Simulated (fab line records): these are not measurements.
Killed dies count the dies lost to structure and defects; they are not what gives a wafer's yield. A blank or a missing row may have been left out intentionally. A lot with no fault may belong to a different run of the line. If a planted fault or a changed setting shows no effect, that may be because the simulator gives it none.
A lot that was struck, set against a sound lot ; flow sky130 ; 43 out of 708 route steps
Sound: wafers L302.1, L302.2, L302.3. Struck: wafer L310.2 (left out: L310.4, L310.5 of the same lot, which were not struck); the cause appears at the end.
At each step with rows: each side's tool, then ch and its chambers, then its first start. Under that, the readings that differ: sound wafers ; struck wafers ; difference of the means ; sigmas: that difference in standard deviations of wafers without a fault.
alike: same words and numbers on both sides, and readings whose means sit less than 2 such deviations apart. not compared: any withheld reading, any reading some wafer has no value for, any bound like >300 that may hide the same value, and any number with overlapping values for which the record gives no deviation.
Wherever a step has rows on one side only, a row that says differs or no value, or a row with sigmas, the two part there. Numbers that have no deviation but don't overlap get no sigmas and don't part them. A reading that every wafer of one side lacks parts them only if that side has two wafers or more.

first, 1 step without rows for these wafers: SKY_VIA3_ETCH_14 (etches BARC in N2/H2, stops on SiO2, time 45.9 s, target depth 60 nm).
SKY_VIA3_ETCH_15: etches SiO2 in C4F8/O2/Ar, stops on TiN, target depth 507 nm, time 78 s.
  sound on rie_diel-04 ch 0,2,3, day 41 10:43; struck on rie_diel-04 ch 1, day 43 08:12
reading;sound;struck;difference;sigmas
oes_product_au (a.u.);0.946 0.947 0.945;0.956;+0.010;+2
rf_hours_counter_h (h);15 21 16;8;-9;
  alike: bias_w
SKY_VIA3_STRIP_16: strips in O2/N2.
  sound on plasma_asher-04 ch 0,1, day 41 10:47; struck on plasma_asher-04 ch 0, day 43 08:16
  alike: drypump_motor_current_A, oes_product_au, strip_time_to_endpoint_s
  not compared: rf_hours_counter_h
then, 4 steps without rows for these wafers: SKY_VIA3_STRIP_17 (strips in post etch residue remover, time 1200 s); SKY_VIA3_CLEAN_18 (cleans in IPA, time 180 s); SKY_VIA3_CLEAN_19 (cleans in O3/DIW); SKY_VIA3_SPUTTER_20 (material TiN, target thk 20 nm, time 80 s).
SKY_VIA3_CVD_21: deposits W, target thk 390 nm, time 117.31 s.
  sound on cvd_w-01 ch 0,1, day 41 11:26; struck on cvd_w-02 ch 1, day 43 08:55
  alike: heater_power_w
SKY_VIA3_RS_MEAS_22: uses a four-point probe to measure.
  struck on film_metro-03, day 43 09:03; sound on film_metro-03, day 41 11:34
  alike: VIA3_W_RS
SKY_VIA3_THK_MEAS_23: measures by xrf.
  struck on film_metro-03, day 43 09:10; sound on film_metro-03, day 41 11:41
  alike: VIA3_W_THK
SKY_VIA3_CMP_24: polishes, stops on SiO2, t overpolish 20 s, target thk 0 nm.
  sound on cmp-02 ch 0,1,2, day 41 11:47; struck on cmp-01 ch 0, day 43 09:55
  alike: motor_current_A, overpolish_run_s, time_to_endpoint_s
then, 1 step without rows for these wafers: SKY_METAL4_SPUTTER_00 (material Ti, target thk 15 nm, time 10 s).
SKY_METAL4_SPUTTER_01: material TiN, target thk 20 nm, time 16.7 s.
  struck on pvd_sputter-03, day 43 10:14; sound on pvd_sputter-02, day 41 12:04
reading;sound;struck;difference;sigmas
throttle_valve_pct (%);30.6 28.6 28.4;32.0;+2.8;+3
then, 4 steps without rows for these wafers: SKY_METAL4_SPUTTER_02 (material AlCu, target thk 735 nm, time 39.1 s); SKY_METAL4_SPUTTER_03 (material Ti, target thk 5 nm, time 3.3 s); SKY_METAL4_SPUTTER_04 (material TiN, target thk 70 nm, time 58.3 s); SKY_CAP2M_CVD_00 (deposits SiO2, target thk 15.5 nm).
SKY_CAP2M_THK_MEAS_01:
  struck on film_metro-03, day 43 10:24; sound on film_metro-03, day 41 12:13
  alike: CAP2M_CVD_00_THK
then, 1 step without rows for these wafers: SKY_CAP2M_SPUTTER_02 (material TiN, target thk 200 nm, time 166.7 s).
SKY_CAP2M_RS_MEAS_03: uses a four-point probe to measure.
  struck on film_metro-04, day 43 10:35; sound on film_metro-01, day 41 12:23
reading;sound;struck;difference;sigmas
CAP2M_TIN_RS (ohm/sq);6.88 6.97 6.80;7.07;+0.19;+3
SKY_CAP2M_THK_MEAS_04: measures by xrf.
  struck on film_metro-04, day 43 10:41; sound on film_metro-01, day 41 12:30
reading;sound;struck;difference;sigmas
CAP2M_TIN_THK (nm);197.4 194.5 199.9;192.1;-5.2;-2
then, 7 steps without rows for these wafers: SKY_CAP2M_DEHYDRATE_05 (time 60 s); SKY_CAP2M_HMDS_06 (prime time 60 s); SKY_CAP2M_COAT_07 (resist thk 1140 nm); SKY_CAP2M_SOFTBAKE_08 (time 60 s); SKY_CAP2M_EXPOSE_09 (exposes mask CAP2M, target cd 1000 nm); SKY_CAP2M_PEB_10; SKY_CAP2M_DEVELOP_11 (develop time 60 s).
SKY_CAP2M_OVL_MEAS_12:
  struck on overlay-01, day 44 09:04; sound on overlay-02, day 42 11:52
  alike: CAP2M_OVL
SKY_CAP2M_METAL_ETCH_13: etches TiN in Cl2/BCl3, stops on SiO2, target depth 220 nm, time 62.9 s.
  sound on rie_metal-03 ch 0,1, day 42 11:54; struck on rie_metal-01 ch 1, day 44 09:07
reading;sound;struck;difference;sigmas
oes_product_au (a.u.);0.951 0.939 0.954;0.926;-0.022;-3
  alike: bias_w, drypump_motor_current_A, throttle_valve_pct
  not compared: rf_hours_counter_h
then, 12 steps without rows for these wafers: SKY_CAP2M_STRIP_14 (strips in O2/N2); SKY_CAP2M_STRIP_15 (strips in post etch residue remover, time 1200 s); SKY_CAP2M_CLEAN_16 (cleans in IPA, time 180 s); SKY_CAP2M_CLEAN_17 (cleans in O3/DIW); SKY_METAL4_DEHYDRATE_05 (time 60 s); SKY_METAL4_HMDS_06 (prime time 60 s); SKY_METAL4_COAT_07 (resist thk 60 nm); SKY_METAL4_COAT_08 (resist thk 1140 nm); SKY_METAL4_SOFTBAKE_09 (time 90 s); SKY_METAL4_EXPOSE_10 (exposes mask MM4, target cd 300 nm); SKY_METAL4_PEB_11; SKY_METAL4_DEVELOP_12 (develop time 60 s).
-- the record jumps here: 5 days lie between the struck wafers' starts before and after (it left off in module METAL4 and takes up again in module PAD_OPEN, whose first step shown is number 708 of the route) --
SKY_PAD_OPEN_PROBE_99:
  struck on prober-02, day 48 23:04; sound on prober-02, day 47 06:38
reading;sound;struck;difference;sigmas
defect_limited_yield (%);80.9 84.3 84.6;73.4;-9.9;-5
killed_at_M4_up;3 3 6;54;+50;+26
killed_dies;94 77 76;131;+49;+5
sort_bin_3_pad_short (%);1.4 0.6 1.6;3.9;+2.7;+6
sort_bin_5_function (%);12.6 9.6 8.9;15.0;+4.6;+3
sort_bin_6_memory (%);5.1 5.5 4.9;7.7;+2.5;+2
sort_n_pass;398 415 416;361;-49;-5
sort_yield_pct (%);80.9 84.3 84.6;73.4;-9.9;-5
model.etest.tester.sort_n_pass;398 415 416;361;-49;
model.etest.tester.sort_yield_pct (%);80.89 84.35 84.55;73.37;-9.89;
model.etest.tester.sort_bin_5_pct (%);12.6 9.553 8.943;15.04;+4.67;
model.etest.tester.sort_bin_3_pct (%);1.423 0.6098 1.626;3.862;+2.642;
  alike: killed_at_M0_to_M3, killed_at_contacts, killed_at_front_end, killed_at_other, killed_open, killed_short

WHERE THEY PART
First at SKY_VIA3_ETCH_15; last, within this record, at SKY_PAD_OPEN_PROBE_99.

WHY: what the simulator had put in
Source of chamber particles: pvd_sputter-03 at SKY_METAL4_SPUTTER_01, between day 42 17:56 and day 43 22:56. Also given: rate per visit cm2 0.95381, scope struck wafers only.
